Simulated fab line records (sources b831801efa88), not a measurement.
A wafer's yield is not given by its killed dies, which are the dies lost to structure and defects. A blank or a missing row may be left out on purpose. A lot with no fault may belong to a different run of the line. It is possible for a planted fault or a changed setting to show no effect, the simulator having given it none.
2 desks looking at one fault | flow sfq-line | each desk holds nothing but its own numbers, with what lay behind them at the end

## AT THE TOOL OWNER'S DESK: pvd-sputter-04
The tool's own readings at SFQ_TRILAYER_M0_DEP_SPUTTER_019 (material Nb, target thk 200 nm, time 133.3 s): means of the sampled wafers that have a number, for each lot that ran on this tool. Marked OUT: a lot whose mean sits more than 4 standard deviations from the usual mean, which makes it out of limits; the brackets give that distance.
Columns: A = throttle-valve-pct at SFQ_TRILAYER_M0_DEP_SPUTTER_019, usual 30.2 %
lot  | first seen here | A
L483 | day 8 09:50     | 30.9
L491 | day 10 10:17    | 30.3
L492 | day 10 16:17    | 29.2
L493 | day 11 00:41    | 30.7
L494 | day 11 05:02    | 30.8
This desk's finding: nothing out of limits on any of the 5 lots.

## FROM THE METROLOGY DESK
What the gauges read for every lot (on any tool): the sampled wafers with a number, averaged. Marked OUT: a lot whose mean sits more than 4 standard deviations from the usual mean, which makes it out of limits; the brackets give that distance.
Columns: A = M0_NB_RS at SFQ_M0_RS_MEAS_904, usual 0.888 ohm/sq; B = I7_BOW at SFQ_I7_BOW_MEAS_946, usual 8 um
lot  | first seen here | A                | B
L480 | day 7 09:15     | 0.902            | 24
L481 | day 7 17:37     | 0.886            | -1
L482 | day 8 02:00     | 0.893            | -4
L483 | day 8 09:58     | 0.876            | 34
L484 | day 8 17:12     | 0.888            | 17
L486 | day 9 13:35     | 0.892            | 14
L488 | day 9 23:37     | 0.902            | 16
L490 | day 10 05:37    | 0.887            | -3
L491 | day 10 10:26    | 0.873            | 9
L492 | day 10 16:25    | 0.885            | 7
L493 | day 11 00:48    | 0.780 (-9.0) OUT | 4
L494 | day 11 05:11    | 0.678 (-18) OUT  | 14
L497 | day 11 18:57    | 0.899            | 1
L503 | day 13 12:56    | 0.901            | 1
Per this desk, out of limits: L493, L494; the first was L493, day 11 00:48 (M0_NB_RS at SFQ_M0_RS_MEAS_904). L480, L481, L482, L483, L484, L486, L488, L490, L491, L492, L497, L503: within limits.

## TAKEN TOGETHER
On L493, L494, the metrology desk was in a position to raise an alarm at day 11 00:48.
The tool owner's desk saw nothing out of limits.
Tool owner's desk: L493, L494 on record, inside its limits.
The lots listed all ran SFQ_TRILAYER_M0_DEP_SPUTTER_019 on pvd-sputter-04.

## WHAT THE SIMULATOR PUT IN
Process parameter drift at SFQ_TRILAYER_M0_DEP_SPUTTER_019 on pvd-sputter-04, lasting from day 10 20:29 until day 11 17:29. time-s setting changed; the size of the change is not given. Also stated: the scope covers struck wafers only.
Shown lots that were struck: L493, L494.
Time in hours between the start of the fault and the first out-of-limits reading at each desk: metrology desk, 4.
